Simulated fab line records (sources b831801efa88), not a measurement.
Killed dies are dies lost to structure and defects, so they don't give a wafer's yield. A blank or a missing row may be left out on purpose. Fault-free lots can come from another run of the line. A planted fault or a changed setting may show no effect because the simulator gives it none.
2 desks looking at one fault -- flow gf180mcu -- every desk sees just its own numbers, and what lay behind them comes last

== FROM THE METROLOGY DESK ==
What the gauges read, lot by lot, whatever tool the lot ran on: means of the sampled wafers that have a number. The brackets show how far a lot's mean lies from the usual mean; more than 4 standard deviations puts the lot out of limits, marked OUT.
Columns: A = V4_BOW at GF_V4_BOW_MEAS_05, usual 136 um; B = V5_W_THK at GF_V5_THK_MEAS_25, usual 349 nm
lot,first seen here,A,B
L465,day 23 21:59,138,352
L467,day 24 10:37,128,347
L466,day 24 12:56,142,355
L468,day 24 19:02,123,347
L469,day 25 13:33,130,348
L470,day 25 13:54,142,351
L473,day 26 12:55,144,350
L475,day 27 03:52,143,347
L476,day 27 13:40,140,360
L478,day 28 05:27,130,348
L480,day 28 16:02,131,350
L481,day 28 23:33,150,343
L484,day 30 00:45,139,346
L485,day 30 10:20,151,349
Finding of this desk: none of the 14 lots has anything out of limits.

== AT THE TOOL OWNER'S DESK: rie-metal-01 ==
The tool's own readings at GF_M5_METAL_ETCH_10 (etches the open film in Cl2/BCl3, stops on SiO2, target depth 750.8 nm, time 125.1 s): means of the sampled wafers that have a number, for each lot that ran on this tool. The brackets show how far a lot's mean lies from the usual mean; more than 4 standard deviations puts the lot out of limits, marked OUT.
Columns: A = drypump-motor-current-A at GF_M5_METAL_ETCH_10, usual 5.8 A; B = oes-product-au at GF_M5_METAL_ETCH_10, usual 0.993 a.u.; C = throttle-valve-pct at GF_M5_METAL_ETCH_10, usual 28.227 %
lot,first seen here,A,B,C
L467,day 27 04:10,5.4,0.991,28.222
L470,day 28 06:50,5.4,0.991,28.221
L473,day 29 04:11,5.9,0.908 (-14) OUT,28.318 (+9.1) OUT
L475,day 29 16:07,5.9,0.822 (-28) OUT,28.412 (+19) OUT
This desk's verdict: out of limits on L473, L475, starting with L473 at day 29 04:11 (oes-product-au at GF_M5_METAL_ETCH_10). Within limits: L467, L470.

== BROUGHT TOGETHER ==
The tool owner's desk could have raised an alarm at day 29 04:11, on L473, L475.
Metrology desk: nothing out of limits seen.
The metrology desk has L473, L475 on record, within its limits.
The lots listed all ran GF_M5_METAL_ETCH_10 on rie-metal-01.

== WHAT THE SIMULATOR HAD PUT IN ==
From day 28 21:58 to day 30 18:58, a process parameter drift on rie-metal-01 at GF_M5_METAL_ETCH_10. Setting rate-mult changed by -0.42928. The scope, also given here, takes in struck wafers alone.
Lots struck among those shown: L473, L475.
Time in hours from fault onset to the first out-of-limits reading at each desk: the tool owner's desk, 6.
